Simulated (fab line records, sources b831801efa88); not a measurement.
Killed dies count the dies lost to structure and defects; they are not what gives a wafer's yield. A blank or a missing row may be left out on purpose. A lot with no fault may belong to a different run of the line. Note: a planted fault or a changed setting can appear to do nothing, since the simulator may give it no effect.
Which of the tools did it? ; flow sky130 ; 13 lots, 39 wafers sampled, at 4 steps of a route of 708

WHAT EACH GAUGE READ, for each wafer
SKY_CONTACT_BOW_MEAS_05. Usual: for CONTACT_BOW the level is 81 um and the standard deviation is 7.
lot;measured;on;CONTACT_BOW (um);flag
L735;day 30 19:37;film metro-04;88 80 94;
L736;day 30 22:50;film metro-04;80 90 73;
L737;day 31 13:02;film metro-03;98 79 84;
L738;day 32 01:28;film metro-01;89 88 71;
L739;day 32 03:22;film metro-03;90 85 83;
L743;day 33 08:54;film metro-01;86 69 92;
L749;day 35 12:29;film metro-01;77 83 85;
L750;day 36 01:33;film metro-03;83 81 82;
L752;day 36 08:29;film metro-03;89 78 83;
L753;day 36 15:24;film metro-03;87 70 76;
L754;day 36 23:53;film metro-03;77 82 70;
L757;day 37 19:53;film metro-03;69 68 89;
L756;day 38 00:14;film metro-04;83 81 71;

SKY_METAL1_THK_MEAS_06: measures by xrf. Usual: for METAL1_ALCU_THK the level is 245.4 nm and the standard deviation is 2.6.
lot;measured;on;METAL1_ALCU_THK (nm);flag
L735;day 32 01:04;film metro-01;245.8 247.2 246.9;
L736;day 32 04:17;film metro-03;249.1 248.5 247.3;
L737;day 32 17:02;film metro-03;247.6 243.1 244.3;
L738;day 33 06:16;film metro-01;244.1 245.3 247.7;
L739;day 33 07:28;film metro-01;244.4 245.0 244.1;
L743;day 34 12:20;film metro-01;248.4 249.2 246.1;
L749;day 36 16:12;film metro-03;243.8 245.7 242.8;
L750;day 37 05:11;film metro-03;240.8 241.9 243.2;
L752;day 37 12:57;film metro-03;252.5 249.2 245.9;
L753;day 37 19:14;film metro-03;242.7 241.4 242.8;
L754;day 38 03:38;film metro-02;244.4 244.7 244.0;
L757;day 39 00:05;film metro-01;242.5 246.7 247.7;
L756;day 39 04:18;film metro-02;244.6 246.8 245.4;

SKY_VIA1_CD_MEAS_12: target cd 150 nm. Usual: cd nm reads 149.7 nm (standard deviation 1.5).
lot;measured;on;cd nm (nm);flag
L735;day 34 07:21;cd sem-02;151.8 150.8 150.4;
L736;day 34 10:27;cd sem-02;149.5 149.6 148.6;
L737;day 34 23:57;cd sem-02;149.7 150.6 149.3;
L738;day 35 12:07;cd sem-02;150.3 151.0 150.7;
L739;day 35 12:33;cd sem-02;150.3 150.5 149.6;
L743;day 36 18:40;cd sem-01;148.5 147.4 148.7;
L749;day 38 21:25;cd sem-02;149.8 151.8 148.8;
L750;day 39 09:52;cd sem-01;150.6 150.7 149.6;
L752;day 39 17:20;cd sem-01;148.1 146.7 147.3;
L753;day 39 23:05;cd sem-01;149.1 149.1 149.4;
L754;day 40 08:05;cd sem-02;148.3 151.6 148.9;
L757;day 41 03:46;cd sem-01;151.1 151.9 152.3;
L756;day 41 06:35;cd sem-02;147.8 147.1 147.1;

WHAT TOOL EACH LOT RAN ON (gives the tool, then ch and the chambers of the sampled wafers, and finally the start)
lot;SKY_VIA1_CMP_02
L735;cmp-02 ch 0,2,3, day 33 05:07
L736;cmp-02 ch 0,2,3, day 33 08:27
L737;cmp-02 ch 0,1,3, day 33 21:35
L738;cmp-02 ch 1,2, day 34 09:52
L739;cmp-01 ch 0,2,3, day 34 10:22
L743;cmp-02 ch 0,1,3, day 35 15:48
L749;cmp-01 ch 1,2, day 37 19:07
L750;cmp-02 ch 0,2,3, day 38 08:36
L752;cmp-02 ch 1,2,3, day 38 16:22
L753;cmp-01 ch 0,1,2, day 38 21:52
L754;cmp-02 ch 0,2, day 39 06:40
L757;cmp-01 ch 1,2, day 40 04:05
L756;cmp-02 ch 1,2,3, day 40 06:40
- SKY_VIA1_CMP_02: polishes SiO2.

AS READ BY THE TOOLS THEMSELVES (means over the sampled wafers that have a number; for cases with no such wafer, the mark the record gives instead)
SKY_VIA1_CMP_02. Usual: motor current A 12.2 A, standard deviation 0.92; platen rpm 60.00 rpm, standard deviation 0.04; retaining ring pressure frac 1.000, standard deviation 0.0049.
lot;tool;motor current A (A);platen rpm (rpm);retaining ring pressure frac;flag
L735;cmp-02;11.5;60.02;0.996;
L736;cmp-02;11.6;59.98;1.003;
L737;cmp-02;12.6;60.03;1.000;
L738;cmp-02;12.2;58.04;0.998;OFF
L739;cmp-01;12.2;60.03;0.997;
L743;cmp-02;12.5;58.00;0.999;OFF
L749;cmp-01;12.1;59.99;1.005;
L750;cmp-02;12.0;60.01;0.996;
L752;cmp-02;12.2;60.00;1.000;
L753;cmp-01;11.8;60.02;1.002;
L754;cmp-02;12.1;59.96;1.001;
L757;cmp-01;12.1;59.97;1.000;
L756;cmp-02;12.1;59.99;1.001;

THE ANSWER, worked out from the rows above alone
Rule: lot off if the mean of its wafers having a number is beyond 3 standard deviations from the usual mean. A lot without any number at a reading at which 4 lots or more have one is off too. Where the step has rows for the other lots, those lots are counted as sound. The gauges are gone through in route order, then the tools' own readings, and for those a lot's mean is taken as printed above. At the first step where some lot is off, the reading lying furthest off is the one used; lots without a number count as furthest.
Off: L738, L743 (SKY_VIA1_CMP_02, platen rpm).
A tool fits if, at that step or a process step before it, it ran every lot that is off, and no sound lot after the first of them. Of those tried, none fits.

WHAT THE SIMULATOR PUT IN
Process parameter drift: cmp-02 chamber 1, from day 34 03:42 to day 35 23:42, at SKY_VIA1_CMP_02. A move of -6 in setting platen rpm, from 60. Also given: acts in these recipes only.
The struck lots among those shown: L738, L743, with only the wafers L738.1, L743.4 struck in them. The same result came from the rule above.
